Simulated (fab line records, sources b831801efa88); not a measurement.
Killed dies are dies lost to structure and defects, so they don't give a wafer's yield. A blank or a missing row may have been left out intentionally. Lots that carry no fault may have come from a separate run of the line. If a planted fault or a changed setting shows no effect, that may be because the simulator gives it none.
Which of the tools did it?	flow gf180mcu	33 wafers from 11 lots sampled at 4 of the route's 602 steps

## WHAT THE GAUGES READ, wafer by wafer
GF_M3_THK_MEAS_06: measures by xrf.
lot	measured	on	M3_ALCU_THK (nm)
L339	day 20 02:46	filmMetro-02	441 442 440
L340	day 20 17:40	filmMetro-02	444 442 441
L341	day 20 23:05	filmMetro-02	436 433 432
L343	day 21 22:55	filmMetro-02	437 441 439
L346	day 22 20:15	filmMetro-04	445 445 442
L347	day 23 10:41	filmMetro-04	447 451 453
L348	day 23 12:11	filmMetro-02	439 446 438
L349	day 23 22:16	filmMetro-02	440 434 434
L357	day 26 19:53	filmMetro-02	436 432 431
L359	day 27 03:49	filmMetro-02	446 447 445
L361	day 27 21:47	filmMetro-04	452 448 447

GF_V3_BOW_MEAS_05.
lot	measured	on	V3_BOW (um)
L339	day 21 03:31	filmMetro-03	130 116 124
L340	day 21 18:02	filmMetro-03	116 100 105
L341	day 21 23:44	filmMetro-04	120 118 122
L343	day 22 23:20	filmMetro-02	120 116 115
L346	day 23 19:50	filmMetro-03	119 123 109
L347	day 24 09:53	filmMetro-03	114 115 105
L348	day 24 11:17	filmMetro-04	123 119 117
L349	day 24 21:18	filmMetro-02	115 119 103 - - -
L357	day 27 17:31	filmMetro-02	107 115 117
L359	day 28 00:36	filmMetro-02	108 117 117
L361	day 28 18:59	filmMetro-02	115 130 119

## TOOL THAT RAN EACH LOT (tool first, then ch and the chambers of the sampled wafers, then the start)
lot	GF_V2_STRIP_18	GF_V3_CMP_04
L339	plasmaAsher-03 ch 0,1, day 20 01:13	cmp-01 ch 0,1,2, day 21 03:20
L340	plasmaAsher-02 ch 0,1, day 20 16:05	cmp-02 ch 1,3, day 21 17:46
L341	plasmaAsher-03 ch 0,1, day 20 21:31	cmp-02 ch 2,3, day 21 23:23
L343	plasmaAsher-03 ch 0,1, day 21 21:14	cmp-02 ch 0,1,3, day 22 23:05
L346	plasmaAsher-01 ch 0,1, day 22 18:38	cmp-02 ch 0,1, day 23 19:31
L347	plasmaAsher-03 ch 0,1, day 23 09:07	cmp-02 ch 0,2,3, day 24 09:38
L348	plasmaAsher-02 ch 0,1, day 23 10:37	cmp-01 ch 0,1,3, day 24 10:55
L349	plasmaAsher-03 ch 0,1, day 23 20:41	cmp-02 ch 0,2,3, day 24 20:59
L357	plasmaAsher-01 ch 0,1, day 26 18:19	cmp-01 ch 1,2,3, day 27 17:13
L359	plasmaAsher-02 ch 0, day 27 02:13	cmp-01 ch 0,1,2, day 28 00:20
L361	plasmaAsher-01 ch 0,1, day 27 20:02	cmp-02 ch 0,1, day 28 18:41
- GF_V2_STRIP_18: strips in O2/N2.
- GF_V3_CMP_04: polishes SiO2.

## WHAT THE TOOLS THEMSELVES READ (means of the sampled wafers that have a number; where no wafer has one, the mark that the record gives instead)
GF_V2_STRIP_18.
lot	tool	drypumpMotorCurrentA (A)	heaterPowerW (W)	oesProductAu (a.u.)
L339	plasmaAsher-03	6.1	356	0.594
L340	plasmaAsher-02	5.8	327	0.593
L341	plasmaAsher-03	5.9	365	0.592
L343	plasmaAsher-03	5.8	357	0.591
L346	plasmaAsher-01	6.2	321	0.594
L347	plasmaAsher-03	5.8	359	0.596
L348	plasmaAsher-02	6.2	355	0.598
L349	plasmaAsher-03	6.1	348	0.593
L357	plasmaAsher-01	6.2	324	0.584
L359	plasmaAsher-02	6.5	386	0.590
L361	plasmaAsher-01	6.3	306	0.593

GF_V3_CMP_04.
lot	tool	motorCurrentA (A)	platenRpm (rpm)	slurryFlowMlMin	timeToEndpointS (s)
L339	cmp-01	11.7	59.95	149.8	82
L340	cmp-02	13.1	60.00	150.5	79
L341	cmp-02	11.9	60.01	149.7	84
L343	cmp-02	12.4	59.97	150.3	83
L346	cmp-02	12.8	59.98	149.9	85
L347	cmp-02	11.9	59.99	150.4	83
L348	cmp-01	11.2	59.99	149.5	81
L349	cmp-02	11.7	60.02	149.8	74
L357	cmp-01	11.0	60.00	149.8	79
L359	cmp-01	11.5	59.98	150.0	77
L361	cmp-02	13.6	59.99	150.0	79

## THE ANSWER, worked out from the rows above alone
Rule: the usual values come from the lots themselves. The widest of any qualifying gaps counts: lots, ordered by their means at a reading, are off when they make up no more than a third of the lots, leave a main group of 4 or more, and stand apart from it by 3 or more times the standard deviation of that group's means. A main group whose means are all the same, to the digits that the tables above print for the reading, isn't used. A lot without any number at a reading at which 4 lots or more have one is off too. Any other lot the step has rows for is counted as sound. After the gauges, taken in route order, come the tools' own readings; for these a lot's mean is taken, as printed above. At the first step where some lot is off, the reading lying furthest off is the one used; lots without a number count as furthest.
None of the lots is off at any reading shown; this tells nothing.

## WHAT THE SIMULATOR HAD PUT IN
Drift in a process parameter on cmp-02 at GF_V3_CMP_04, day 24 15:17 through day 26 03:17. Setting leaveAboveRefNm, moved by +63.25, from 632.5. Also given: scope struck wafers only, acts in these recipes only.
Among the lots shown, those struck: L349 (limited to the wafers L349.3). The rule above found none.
